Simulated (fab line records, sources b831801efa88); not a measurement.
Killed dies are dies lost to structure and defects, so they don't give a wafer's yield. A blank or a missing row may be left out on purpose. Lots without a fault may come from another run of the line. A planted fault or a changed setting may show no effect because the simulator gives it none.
One fault seen from 2 desks | flow sky130 | each desk has only its own numbers; what lay behind them comes last

THE TOOL OWNER'S DESK: implanter-01
The tool's own readings at SKY_LDD_N_IMPLANT_11: means of the sampled wafers that have a number, for each lot that ran on this tool. A lot is out of limits, marked OUT, if its mean lies more than 4 standard deviations from the usual mean; the brackets give that distance.
Columns: A = dose_ions_cm2 at SKY_LDD_N_IMPLANT_11, usual 7.5e+13; B = faraday_current_uA at SKY_LDD_N_IMPLANT_11, usual 423; C = rotation_deg at SKY_LDD_N_IMPLANT_11, usual 293.00 degrees
lot  | first seen here | A                         | B              | C
L507 | day 18 16:07    | 7.5e+13                   | 416            | 293.01
L509 | day 19 11:59    | 7.5e+13                   | 428            | 293.02
L512 | day 19 23:35    | 7.5e+13                   | 426            | 292.95
L513 | day 20 12:07    | 7.5e+13                   | 417            | 293.04
L514 | day 20 17:09    | 7.5e+13                   | 426            | 293.06
L515 | day 21 06:53    | 7.5e+13                   | 418            | 293.00
L520 | day 22 17:10    | 8.4e+13 (+99 or more) OUT | 478 (+6.1) OUT | 293.00
L522 | day 23 11:52    | 8.4e+13 (+99 or more) OUT | 488 (+7.2) OUT | 292.95
This desk's finding: out of limits on L520, L522; first on L520, day 22 17:10 (dose_ions_cm2 at SKY_LDD_N_IMPLANT_11). In limits: L507, L509, L512, L513, L514, L515.

THE METROLOGY DESK
What the gauges read, lot by lot, whatever tool the lot ran on: means of the sampled wafers that have a number. A lot is out of limits, marked OUT, if its mean lies more than 4 standard deviations from the usual mean; the brackets give that distance.
Columns: A = FIELD_ISO_CVD_03_THK at SKY_FIELD_ISO_THK_MEAS_04, usual 164.9 nm; B = cd_nm at SKY_POLY_CUT_CD_MEAS_08, usual 269.7 nm
lot  | first seen here | A     | B
L507 | day 1 13:30     | 164.2 | 269.1
L508 | day 1 18:50     | 165.0 | 269.3
L509 | day 1 23:46     | 164.0 | 269.9
L510 | day 2 07:34     | 167.8 | 268.6
L512 | day 2 17:26     | 163.9 | 268.6
L514 | day 3 03:12     | 162.4 | 271.3
L513 | day 3 03:13     | 164.7 | 269.8
L515 | day 3 09:58     | 164.2 | 271.0
L520 | day 4 07:40     | 165.9 | 270.3
L522 | day 4 18:56     | 164.8 | 270.0
L528 | day 5 23:10     | 163.7 | 268.4
L529 | day 6 05:07     | 165.8 | 268.0
L530 | day 6 10:23     | 164.9 | 269.5
This desk's finding: nothing out of limits on any of the 13 lots.

PUT TOGETHER
The tool owner's desk could have raised an alarm at day 22 17:10, on L520, L522.
The metrology desk saw nothing out of limits.
The metrology desk has L520, L522 on record, within its limits.
Of the lots named, all ran SKY_LDD_N_IMPLANT_11 on implanter-01.

WHAT THE SIMULATOR HAD PUT IN
Process parameter drift: implanter-01, from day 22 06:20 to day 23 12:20, at SKY_LDD_N_IMPLANT_11. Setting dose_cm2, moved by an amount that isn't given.
Lots struck among those shown: L520, L522.
Hours from the fault's start to each desk's first reading out of limits: the tool owner's desk, 11.
